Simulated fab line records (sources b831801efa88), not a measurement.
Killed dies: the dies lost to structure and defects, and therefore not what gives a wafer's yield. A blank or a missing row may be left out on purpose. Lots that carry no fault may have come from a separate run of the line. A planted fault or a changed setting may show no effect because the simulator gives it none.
What tool caused it?    flow sky130    Sampling: 14 lots, 42 wafers, 5 of 708 route steps

WHAT THE GAUGES READ, wafer by wafer
SKY_GATE_OXIDE_OVL_MEAS_10. Usual: GATE_OXIDE_OVL typically reads -0.7 nm, with standard deviation 1.3.
lot   measured      on          GATE_OXIDE_OVL (nm)  flag
L666  day 13 21:07  overlay-02  -0.3 -0.2 -0.4       
L667  day 14 15:32  overlay-01  0.5 -1.4 -1.2        
L668  day 14 16:03  overlay-01  -3.0 -0.2 -2.8       
L669  day 15 00:15  overlay-01  -2.5 -0.6 -0.6       
L673  day 16 04:46  overlay-02  - - -                OFF
L674  day 16 13:31  overlay-02  - - -                OFF
L680  day 19 03:52  overlay-01  -1.3 -1.0 0.3        
L681  day 19 13:00  overlay-01  2.2 2.6 2.0          
L683  day 20 00:38  overlay-01  -1.7 -2.1 -1.9       
L684  day 20 08:24  overlay-01  -1.4 -1.0 0.1        
L686  day 21 00:14  overlay-01  0.3 -1.6 -0.5        
L687  day 21 11:08  overlay-02  -0.2 -2.8 -1.7       
L688  day 21 15:06  overlay-01  0.6 3.0 -0.6         
L689  day 21 23:43  overlay-01  -0.4 -1.2 -1.0       

SKY_CONTACT_OVL_MEAS_15. Usual: CONTACT_OVL typically reads 0 nm, with standard deviation 5.6.
lot   measured      on          CONTACT_OVL (nm)  flag
L666  day 31 13:47  overlay-02  -4 7 -5           
L667  day 32 08:13  overlay-01  5 5 -2            
L668  day 32 11:37  overlay-02  -1 3 1            
L669  day 32 16:22  overlay-02  -2 0 -6           
L680  day 36 12:28  overlay-01  5 0 9             
L681  day 36 21:09  overlay-02  -5 -2 -1          
L683  day 37 04:49  overlay-01  -4 -5 -4          
L684  day 37 10:41  overlay-02  -3 -13 -11        
L686  day 38 03:50  overlay-01  0 2 9             
L687  day 38 07:11  overlay-01  -7 3 0            
L688  day 38 13:52  overlay-01  0 6 -1            
L689  day 38 18:46  overlay-01  7 0 5             

SKY_METAL1_THK_MEAS_06: measures by xrf. Usual: METAL1_ALCU_THK typically reads 252 nm, with standard deviation 3.4.
lot   measured      on             METAL1_ALCU_THK (nm)  flag
L666  day 31 15:29  film-metro-04  256 256 255           
L667  day 32 09:54  film-metro-03  251 253 247           
L668  day 32 13:17  film-metro-03  255 256 253           
L669  day 32 18:02  film-metro-03  251 251 248           
L680  day 36 14:13  film-metro-02  254 251 258           
L681  day 36 22:49  film-metro-02  251 253 257           
L683  day 37 06:29  film-metro-03  246 256 253           
L684  day 37 12:22  film-metro-02  245 251 244           
L686  day 38 05:34  film-metro-03  256 256 258           
L687  day 38 08:53  film-metro-03  253 258 252           
L688  day 38 15:32  film-metro-02  250 246 246           
L689  day 38 20:27  film-metro-03  251 252 254           

SKY_METAL1_OVL_MEAS_16. Usual: METAL1_OVL typically reads 1 nm, with standard deviation 5.6.
lot   measured      on          METAL1_OVL (nm)  flag
L666  day 32 19:24  overlay-01  1 -2 -7          
L667  day 33 12:44  overlay-02  5 -1 8           
L668  day 33 15:50  overlay-02  3 2 4            
L669  day 33 20:47  overlay-01  1 8 -4           
L680  day 37 16:05  overlay-02  -8 -6 -5         
L681  day 38 00:41  overlay-01  7 3 8            
L683  day 38 08:44  overlay-02  -13 -9 -7        
L684  day 38 13:59  overlay-02  5 4 4            
L686  day 39 06:56  overlay-01  3 -2 2           
L687  day 39 09:59  overlay-02  8 10 4           
L688  day 39 16:35  overlay-02  0 4 2            
L689  day 39 22:16  overlay-02  8 6 -3           

WHAT TOOL EACH LOT RAN ON (gives the tool, then ch and the chambers of the sampled wafers, and finally the start)
lot   SKY_GATE_OXIDE_COAT_05
L666  litho-track-04 ch 0, day 13 08:05
L667  litho-track-01 ch 0, day 14 02:22
L668  litho-track-04 ch 0, day 14 02:26
L669  litho-track-03 ch 0, day 14 10:58
L673  litho-track-03, day 15 15:14
L674  litho-track-04, day 15 23:31
L680  litho-track-04 ch 0, day 18 12:18
L681  litho-track-03 ch 0, day 18 21:40
L683  litho-track-01 ch 0, day 19 09:03
L684  litho-track-01 ch 0, day 19 16:46
L686  litho-track-03 ch 0, day 20 09:08
L687  litho-track-01 ch 0, day 20 18:52
L688  litho-track-01 ch 0, day 21 00:01
L689  litho-track-04 ch 0, day 21 08:12
- SKY_GATE_OXIDE_COAT_05: resist thk 1140 nm.

WHAT THE TOOLS THEMSELVES READ (means of the sampled wafers that have a number; where no wafer has one, the mark that the record gives instead)
SKY_GATE_OXIDE_COAT_05. Usual: chill-plate-temp-C 23.01 C, standard deviation 0.093; dispense-pressure-kPa 49.8 kPa, standard deviation 2.7.
lot   tool            chill-plate-temp-C (C)  dispense-pressure-kPa (kPa)  flag
L666  litho-track-04  23.05                   51.9                         
L667  litho-track-01  23.10                   46.4                         
L668  litho-track-04  22.94                   52.0                         
L669  litho-track-03  22.96                   51.7                         
L673  litho-track-03  -                       -                            OFF
L674  litho-track-04  -                       -                            OFF
L680  litho-track-04  22.98                   52.0                         
L681  litho-track-03  23.00                   51.8                         
L683  litho-track-01  23.02                   46.4                         
L684  litho-track-01  22.95                   46.4                         
L686  litho-track-03  22.94                   51.7                         
L687  litho-track-01  23.05                   46.4                         
L688  litho-track-01  23.00                   46.4                         
L689  litho-track-04  23.00                   52.0                         

THE ANSWER, worked out from the rows above alone
Rule: take the mean of a lot's wafers that have a number; if it is more than 3 standard deviations from the usual mean, the lot is off. A lot without any number at a reading at which 4 lots or more have one is off too. Any other lot the step has rows for is counted as sound. First the gauges in route order, then the tools' own readings, where a lot's mean is used as printed above. The first step at which some lot is off is used, and at that step the reading that is off furthest; a lot without a number counts as furthest.
Off: L673, L674, seen at SKY_GATE_OXIDE_OVL_MEAS_10 (GATE_OXIDE_OVL). Without a number there: L673, L674.
A tool fits if, at a process step before that reading, it ran every lot that is off, and no sound lot after the first of them. Not tried: the gauges at SKY_GATE_OXIDE_OVL_MEAS_10; whatever is off there is also off at SKY_GATE_OXIDE_COAT_05, on other tools, and gauge error can't account for it. No candidate that was tried fits.

WHAT THE SIMULATOR PUT IN
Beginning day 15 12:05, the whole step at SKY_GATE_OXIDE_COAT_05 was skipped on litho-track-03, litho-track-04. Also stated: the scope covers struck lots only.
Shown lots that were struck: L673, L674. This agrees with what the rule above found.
